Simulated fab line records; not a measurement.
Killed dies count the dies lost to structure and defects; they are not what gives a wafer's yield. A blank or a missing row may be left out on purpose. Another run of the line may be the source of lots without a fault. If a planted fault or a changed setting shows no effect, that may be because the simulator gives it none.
Code-filled problem report in 8D (eight disciplines) form + flow sky130 + the parts of the form that need people (team, actions taken, sign-off) are left out

1. PROBLEM STATEMENT
LI_CONTACT_HDPCVD_THK at SKY_LI_CONTACT_THK_MEAS_01 reads a mean of 1190 nm on 4 wafers of 3 lots; wafers without a fault read 930 nm with a standard deviation of 14. That is +19 standard deviations from the usual mean.
The first sign was on wafer L927.1 at day 31 17:44, on film-metro-03. At this step, 34 wafers from 12 lots have a number in the record. Rule for "out", or "out of limits": more than 4 standard deviations from the usual mean. Any other wafer with a number is counted as sound.

2. WHAT IT IS, WHAT IT ISN'T
| question                    | is                             | is not                                                                                 |
|-----------------------------|--------------------------------|----------------------------------------------------------------------------------------|
| which readings at this step | LI_CONTACT_HDPCVD_THK          | -                                                                                      |
| which lots                  | L927, L928, L930               | L916, L917, L920, L921, L922, L926, L937, L938, L939                                   |
| which wafers of those lots  | L927.1, L928.1, L930.1, L930.4 | L927.3, L927.5, L928.6                                                                 |
| read on which gauges        | film-metro-02, film-metro-03   | film-metro-04                                                                          |
| when                        | from day 31 17:44              | up to then (20 sound wafers); but 10 sound wafers of L928, L937, L938, L939 came after |

3. SUSPECTS, AND WHAT RULES EACH OUT
Counting: if a tool at a process step up to the reading ran every lot that is out, it stays a suspect. Sound lots after the first of them don't rule it out here, since some wafers of a struck lot are sound.
- ruled out: the gauge at SKY_LI_CONTACT_THK_MEAS_01. The wafers that are out were read on 2 gauges (film-metro-02, film-metro-03).
- hdpcvd-01 at SKY_LI_CONTACT_HDPCVD_00 (deposits PSG, target thk 930 nm, time 155 s): kept. It ran every lot that is out, first L927 (day 31 17:38); its last sound lot up to then is L926 (day 31 10:53). Its own run-length-s readings are out on those wafers.
Left after counting: hdpcvd-01 at SKY_LI_CONTACT_HDPCVD_00.

4. THE CAUSE (what the simulator had put in)
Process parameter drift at SKY_LI_CONTACT_HDPCVD_00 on hdpcvd-01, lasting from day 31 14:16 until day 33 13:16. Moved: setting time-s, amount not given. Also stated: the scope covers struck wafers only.
The count eliminated every tool but this one.

5. SEQUENCE OF EFFECTS, ordered by route
One row per reading whose mean, taken over the struck wafers that have a number, lies over 3 standard deviations from the usual. Readings are gone through only where the record gives a usual standard deviation; hours: the median, over the lots, of the time from a lot's start at the first step in this table giving one to that lot's start at this step; sigmas: the change measured in usual standard deviations.
| hours | step                       | reading               | usual   | on struck wafers | change | sigmas      |
|-------|----------------------------|-----------------------|---------|------------------|--------|-------------|
| 0     | SKY_LI_CONTACT_HDPCVD_00   | run-length-s          | 183.1 s | 227.8            | +44.7  | +99 or more |
| 0     | SKY_LI_CONTACT_THK_MEAS_01 | LI_CONTACT_HDPCVD_THK | 930 nm  | 1190             | +260   | +19         |
| 0     | SKY_LI_CONTACT_CMP_02      | time-to-endpoint-s    | 34 s    | 59               | +25    | +6.8        |
Process steps it contains:
- SKY_LI_CONTACT_HDPCVD_00: deposits PSG, target thk 930 nm, time 155 s.
- SKY_LI_CONTACT_CMP_02: polishes PSG.

6. WHAT WOULD HAVE CAUGHT IT SOONER
3 hours passed between the start of the fault at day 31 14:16 and the first reading out of limits at a measuring or inspecting step in this record, taken at day 31 17:44.
The tool's own readings at SKY_LI_CONTACT_HDPCVD_00 were out on every struck wafer that the step has a row for (run-length-s): an alarm limit on them would have fired on the first of those.
Of the lots that are out (3), L928, L930 began SKY_LI_CONTACT_HDPCVD_00 on hdpcvd-01 after day 31 17:44. A hold on the tool at that time would have spared those 2.
